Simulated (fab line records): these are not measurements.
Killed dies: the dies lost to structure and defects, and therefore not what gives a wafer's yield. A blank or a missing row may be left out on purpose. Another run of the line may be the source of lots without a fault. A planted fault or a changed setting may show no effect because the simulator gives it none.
Problem report, 8D (eight disciplines) form, completed by code | flow sky130 | the parts of the form that need people (team, actions taken, sign-off) are left out

== 1. WHAT IS WRONG ==
Across 6 wafers from 2 lots, NWELL_TW at SKY_NWELL_TW_MEAS_15 averages 2192, while fault-free wafers read 1807 with a standard deviation of 8.1. Relative to the usual mean, that is a shift of +48 standard deviations.
Earliest sighting: wafer L403.1 on film_metro-02 at day 8 13:28. At this step, 33 wafers from 11 lots have a number in the record. By rule, "out" or "out of limits" means more than 4 standard deviations away from the usual mean. Any other wafer with a number is counted as sound.

== 2. WHAT IT IS, WHAT IT ISN'T ==
question                    | is                           | is not
which readings at this step | NWELL_TW                     | -
which lots                  | L403, L404                   | L387, L391, L393, L394, L396, L400, L406, L407, L410
which wafers of those lots  | all that have a number       | -
read on which gauges        | film_metro-02, film_metro-04 | film_metro-03
when                        | from day 8 13:28             | up to then (18 sound wafers); but 9 sound wafers of L406, L407, L410 came after

== 3. THE SUSPECTS, EACH WITH WHAT RULES IT OUT ==
Counting: a tool stays on the suspect list if, at a process step up to the reading, it processed all lots that are out and no sound lot following the first of them.
- the gauge at SKY_NWELL_TW_MEAS_15: ruled out. Those wafers that are out were read across 2 gauges (film_metro-02, film_metro-04).
- plasma_asher-01 at SKY_FIELD_ISO_STRIP_16 (strips in O2/N2): ruled out as a lasting fault. Sound lots L407 ran on it after its first lot that is out, L403 (day 5 18:46).
- implanter-02 at SKY_NWELL_IMPLANT_11: kept. All lots that are out passed through it, beginning with L403 at day 8 12:55, and no sound lot followed; its final sound lot before that point was L396 at day 6 23:41. Its own readings are out on those wafers: beam_on_s, dose_ions_cm2, faraday_current_uA.
Left after counting: implanter-02 at SKY_NWELL_IMPLANT_11.

== 4. THE CAUSE (what the simulator had put in) ==
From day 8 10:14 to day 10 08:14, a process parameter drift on implanter-02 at SKY_NWELL_IMPLANT_11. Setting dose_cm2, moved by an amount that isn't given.
Only this tool survived the counting.

== 5. THE EFFECT CHAIN, in route order ==
Each row: a reading whose mean over the struck wafers that have a number lies more than 3 standard deviations from the usual. Readings are gone through only where the record gives a usual standard deviation; hours: the median, over the lots, of the time from a lot's start at the first step in this table giving one to that lot's start at this step; sigmas: the change measured in usual standard deviations.
hours | step                 | reading            | usual        | on struck wafers | change      | sigmas
0     | SKY_NWELL_IMPLANT_11 | beam_on_s          | 10.01 s      | 14.08            | +4.07       | +19
0     | SKY_NWELL_IMPLANT_11 | dose_ions_cm2      | 1.8997e+13   | 3.5178e+13       | +1.6180e+13 | +99 or more
0     | SKY_NWELL_IMPLANT_11 | faraday_current_uA | 107.1        | 140.7            | +33.6       | +15
1     | SKY_NWELL_TW_MEAS_15 | NWELL_TW           | 1807         | 2192             | +385        | +48
22    | SKY_NWELL_RS_MEAS_29 | NWELL_RS           | 624.9 ohm/sq | 449.5            | -175.4      | -99 or more
Here are the process steps it includes:
- SKY_NWELL_IMPLANT_11

== 6. HOW IT WOULD HAVE BEEN CAUGHT EARLIER ==
3 hours passed between the start of the fault at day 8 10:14 and the first reading out of limits at a measuring or inspecting step in this record, taken at day 8 13:28.
Tool's own readings at SKY_NWELL_IMPLANT_11, beam_on_s, dose_ions_cm2, faraday_current_uA: out on all struck wafers the step has rows for; an alarm limit on them would have tripped on the first.
Of the lots that are out (2), L404 began SKY_NWELL_IMPLANT_11 on implanter-02 after day 8 13:28. Putting the tool on hold at that point would have spared it.
